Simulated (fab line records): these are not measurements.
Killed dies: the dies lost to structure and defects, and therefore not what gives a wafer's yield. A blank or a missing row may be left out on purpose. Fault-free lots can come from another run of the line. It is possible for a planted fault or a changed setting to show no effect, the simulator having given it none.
The tool behind it: which one? :: flow gf180mcu :: 39 wafers from 13 lots sampled at 4 of the route's 602 steps

== WHAT THE GAUGES SHOWED, per wafer ==
GF_V3_THK_MEAS_01. Usual: V3_CVD_00_THK gives 603 nm (standard deviation 6.4).
lot: L632
measured: day 21 02:52
on: film-metro-04
V3_CVD_00_THK (nm): 609 592 601
flag: 

lot: L634
measured: day 22 02:11
on: film-metro-04
V3_CVD_00_THK (nm): 605 596 610
flag: 

lot: L635
measured: day 22 12:29
on: film-metro-02
V3_CVD_00_THK (nm): 613 597 612
flag: 

lot: L637
measured: day 23 06:25
on: film-metro-02
V3_CVD_00_THK (nm): 603 597 604
flag: 

lot: L638
measured: day 23 16:34
on: film-metro-03
V3_CVD_00_THK (nm): 613 602 609
flag: 

lot: L639
measured: day 23 23:13
on: film-metro-04
V3_CVD_00_THK (nm): 593 600 593
flag: 

lot: L640
measured: day 24 07:14
on: film-metro-04
V3_CVD_00_THK (nm): 595 599 604
flag: 

lot: L642
measured: day 25 00:35
on: film-metro-03
V3_CVD_00_THK (nm): 595 592 592
flag: 

lot: L643
measured: day 25 09:53
on: film-metro-03
V3_CVD_00_THK (nm): 608 606 612
flag: 

lot: L644
measured: day 25 17:01
on: film-metro-04
V3_CVD_00_THK (nm): 614 600 601
flag: 

lot: L649
measured: day 27 10:18
on: film-metro-02
V3_CVD_00_THK (nm): 611 606 602
flag: 

lot: L651
measured: day 27 21:50
on: film-metro-02
V3_CVD_00_THK (nm): 607 602 611
flag: 

lot: L652
measured: day 28 03:25
on: film-metro-03
V3_CVD_00_THK (nm): 605 603 603
flag: 

GF_M4_CD_MEAS_14 targets a cd of 280 nm. Usual: cd-nm at 280.2 nm, with a standard deviation of 0.97.
lot: L632
measured: day 23 04:14
on: cd-sem-02
cd-nm (nm): 279.2 280.3 279.5
flag: 

lot: L634
measured: day 24 02:11
on: cd-sem-02
cd-nm (nm): 280.0 279.8 280.3
flag: 

lot: L635
measured: day 24 12:08
on: cd-sem-02
cd-nm (nm): 279.0 279.7 279.0
flag: 

lot: L637
measured: day 25 05:13
on: cd-sem-01
cd-nm (nm): 280.2 279.3 279.7
flag: 

lot: L638
measured: day 25 14:34
on: cd-sem-02
cd-nm (nm): 279.9 279.4 279.9
flag: 

lot: L639
measured: day 25 21:22
on: cd-sem-01
cd-nm (nm): 281.2 281.0 282.0
flag: 

lot: L640
measured: day 26 04:48
on: cd-sem-02
cd-nm (nm): 280.7 278.9 280.6
flag: 

lot: L642
measured: day 26 20:55
on: cd-sem-02
cd-nm (nm): 281.0 281.1 281.8
flag: 

lot: L643
measured: day 27 06:16
on: cd-sem-01
cd-nm (nm): 278.8 280.1 280.3
flag: 

lot: L644
measured: day 27 11:56
on: cd-sem-02
cd-nm (nm): 280.5 281.3 280.8
flag: 

lot: L649
measured: day 29 03:53
on: cd-sem-02
cd-nm (nm): 278.5 280.0 279.5
flag: 

lot: L651
measured: day 29 14:28
on: cd-sem-01
cd-nm (nm): 282.3 280.0 281.1
flag: 

lot: L652
measured: day 29 21:23
on: cd-sem-02
cd-nm (nm): 279.5 280.1 280.8
flag: 

== EACH LOT AND THE TOOL THAT RAN IT (in order: tool; ch and the chambers of the sampled wafers; start) ==
lot: L632
GF_M1_METAL_ETCH_16: rie-metal-02 ch 0,1, day 16 21:13
GF_M4_SPUTTER_02: pvd-sputter-02, day 22 04:59

lot: L634
GF_M1_METAL_ETCH_16: rie-metal-03 ch 0,1, day 17 20:19
GF_M4_SPUTTER_02: pvd-sputter-01, day 23 03:28

lot: L635
GF_M1_METAL_ETCH_16: rie-metal-02 ch 0,1, day 18 05:43
GF_M4_SPUTTER_02: pvd-sputter-01, day 23 13:14

lot: L637
GF_M1_METAL_ETCH_16: rie-metal-03 ch 0, day 19 02:35
GF_M4_SPUTTER_02: pvd-sputter-01, day 24 07:07

lot: L638
GF_M1_METAL_ETCH_16: rie-metal-03 ch 0, day 19 11:07
GF_M4_SPUTTER_02: pvd-sputter-01, day 24 16:53

lot: L639
GF_M1_METAL_ETCH_16: rie-metal-04 ch 0,1, day 19 18:06
GF_M4_SPUTTER_02: pvd-sputter-04, day 24 23:53

lot: L640
GF_M1_METAL_ETCH_16: rie-metal-03 ch 0,1, day 20 03:59
GF_M4_SPUTTER_02: pvd-sputter-04, day 25 06:57

lot: L642
GF_M1_METAL_ETCH_16: rie-metal-03 ch 0,1, day 20 22:34
GF_M4_SPUTTER_02: pvd-sputter-04, day 26 00:08

lot: L643
GF_M1_METAL_ETCH_16: rie-metal-04 ch 0,1, day 21 06:49
GF_M4_SPUTTER_02: pvd-sputter-01, day 26 09:47

lot: L644
GF_M1_METAL_ETCH_16: rie-metal-02 ch 0,1, day 21 16:15
GF_M4_SPUTTER_02: pvd-sputter-04, day 26 16:30

lot: L649
GF_M1_METAL_ETCH_16: rie-metal-03 ch 1, day 23 13:00
GF_M4_SPUTTER_02: pvd-sputter-01, day 28 08:03

lot: L651
GF_M1_METAL_ETCH_16: rie-metal-04 ch 0,1, day 24 03:27
GF_M4_SPUTTER_02: pvd-sputter-01, day 28 19:25

lot: L652
GF_M1_METAL_ETCH_16: rie-metal-03 ch 0,1, day 24 09:28
GF_M4_SPUTTER_02: pvd-sputter-02, day 29 01:34
- GF_M1_METAL_ETCH_16: etches the open film in Cl2/BCl3, stops on SiO2, target depth 627.5 nm, time 104.6 s.
- GF_M4_SPUTTER_02: material AlCu, target thk 450 nm, time 23.9 s.

== AS READ BY THE TOOLS THEMSELVES (means over the sampled wafers that have a number; for cases with no such wafer, the mark the record gives instead) ==
GF_M1_METAL_ETCH_16. Usual: bias-w 139.9 W, standard deviation 0.42; drypump-motor-current-A 5.7 A, standard deviation 0.44; mfc-cl2-sccm 80.01 sccm, standard deviation 0.25; oes-product-au 0.972 a.u., standard deviation 0.0066; throttle-valve-pct 28.249 %, standard deviation 0.01.
lot: L632
tool: rie-metal-02
bias-w (W): 140.1
drypump-motor-current-A (A): 5.3
mfc-cl2-sccm (sccm): 79.68
oes-product-au (a.u.): 0.970
throttle-valve-pct (%): 28.246
flag: 

lot: L634
tool: rie-metal-03
bias-w (W): 139.9
drypump-motor-current-A (A): 5.8
mfc-cl2-sccm (sccm): 79.91
oes-product-au (a.u.): 0.965
throttle-valve-pct (%): 28.258
flag: 

lot: L635
tool: rie-metal-02
bias-w (W): 140.3
drypump-motor-current-A (A): 5.8
mfc-cl2-sccm (sccm): 80.03
oes-product-au (a.u.): 0.968
throttle-valve-pct (%): 28.254
flag: 

lot: L637
tool: rie-metal-03
bias-w (W): 139.5
drypump-motor-current-A (A): 5.6
mfc-cl2-sccm (sccm): 80.01
oes-product-au (a.u.): 0.965
throttle-valve-pct (%): 28.256
flag: 

lot: L638
tool: rie-metal-03
bias-w (W): 139.6
drypump-motor-current-A (A): 5.6
mfc-cl2-sccm (sccm): 79.94
oes-product-au (a.u.): 0.978
throttle-valve-pct (%): 28.238
flag: 

lot: L639
tool: rie-metal-04
bias-w (W): 139.6
drypump-motor-current-A (A): 5.9
mfc-cl2-sccm (sccm): 80.01
oes-product-au (a.u.): 0.973
throttle-valve-pct (%): 28.254
flag: 

lot: L640
tool: rie-metal-03
bias-w (W): 140.3
drypump-motor-current-A (A): 5.8
mfc-cl2-sccm (sccm): 80.11
oes-product-au (a.u.): 0.971
throttle-valve-pct (%): 28.250
flag: 

lot: L642
tool: rie-metal-03
bias-w (W): 140.0
drypump-motor-current-A (A): 5.8
mfc-cl2-sccm (sccm): 80.56
oes-product-au (a.u.): 0.978
throttle-valve-pct (%): 28.242
flag: 

lot: L643
tool: rie-metal-04
bias-w (W): 139.9
drypump-motor-current-A (A): 6.1
mfc-cl2-sccm (sccm): 80.15
oes-product-au (a.u.): 0.973
throttle-valve-pct (%): 28.247
flag: 

lot: L644
tool: rie-metal-02
bias-w (W): 139.4
drypump-motor-current-A (A): 5.8
mfc-cl2-sccm (sccm): 80.18
oes-product-au (a.u.): 0.978
throttle-valve-pct (%): 28.249
flag: 

lot: L649
tool: rie-metal-03
bias-w (W): 139.4
drypump-motor-current-A (A): 5.9
mfc-cl2-sccm (sccm): 80.10
oes-product-au (a.u.): 0.969
throttle-valve-pct (%): 28.254
flag: 

lot: L651
tool: rie-metal-04
bias-w (W): 139.8
drypump-motor-current-A (A): 5.9
mfc-cl2-sccm (sccm): 80.14
oes-product-au (a.u.): 0.969
throttle-valve-pct (%): 28.245
flag: 

lot: L652
tool: rie-metal-03
bias-w (W): 140.0
drypump-motor-current-A (A): 5.8
mfc-cl2-sccm (sccm): 79.97
oes-product-au (a.u.): 0.965
throttle-valve-pct (%): 28.244
flag: 

GF_M4_SPUTTER_02. Usual: throttle-valve-pct at 30.3 %, with a standard deviation of 0.75.
lot: L632
tool: pvd-sputter-02
throttle-valve-pct (%): 30.1
flag: 

lot: L634
tool: pvd-sputter-01
throttle-valve-pct (%): 29.1
flag: 

lot: L635
tool: pvd-sputter-01
throttle-valve-pct (%): 29.6
flag: 

lot: L637
tool: pvd-sputter-01
throttle-valve-pct (%): 29.8
flag: 

lot: L638
tool: pvd-sputter-01
throttle-valve-pct (%): 30.0
flag: 

lot: L639
tool: pvd-sputter-04
throttle-valve-pct (%): 30.5
flag: 

lot: L640
tool: pvd-sputter-04
throttle-valve-pct (%): 30.3
flag: 

lot: L642
tool: pvd-sputter-04
throttle-valve-pct (%): 30.8
flag: 

lot: L643
tool: pvd-sputter-01
throttle-valve-pct (%): 29.2
flag: 

lot: L644
tool: pvd-sputter-04
throttle-valve-pct (%): 31.1
flag: 

lot: L649
tool: pvd-sputter-01
throttle-valve-pct (%): 30.4
flag: 

lot: L651
tool: pvd-sputter-01
throttle-valve-pct (%): 29.3
flag: 

lot: L652
tool: pvd-sputter-02
throttle-valve-pct (%): 30.6
flag: 

== THE ANSWER, worked out from the rows above alone ==
Rule: take the mean of a lot's wafers that have a number; if it is more than 3 standard deviations from the usual mean, the lot is off. Also off: a lot with no number at a reading for which 4 or more lots have one. All remaining lots with rows at the step are treated as sound. The gauges are gone through in route order, then the tools' own readings, and for those a lot's mean is taken as printed above. At the first step where some lot is off, the reading lying furthest off is the one used; lots without a number count as furthest.
Nothing can be told from this: no lot is off at any reading shown.

== WHAT THE SIMULATOR HAD PUT IN ==
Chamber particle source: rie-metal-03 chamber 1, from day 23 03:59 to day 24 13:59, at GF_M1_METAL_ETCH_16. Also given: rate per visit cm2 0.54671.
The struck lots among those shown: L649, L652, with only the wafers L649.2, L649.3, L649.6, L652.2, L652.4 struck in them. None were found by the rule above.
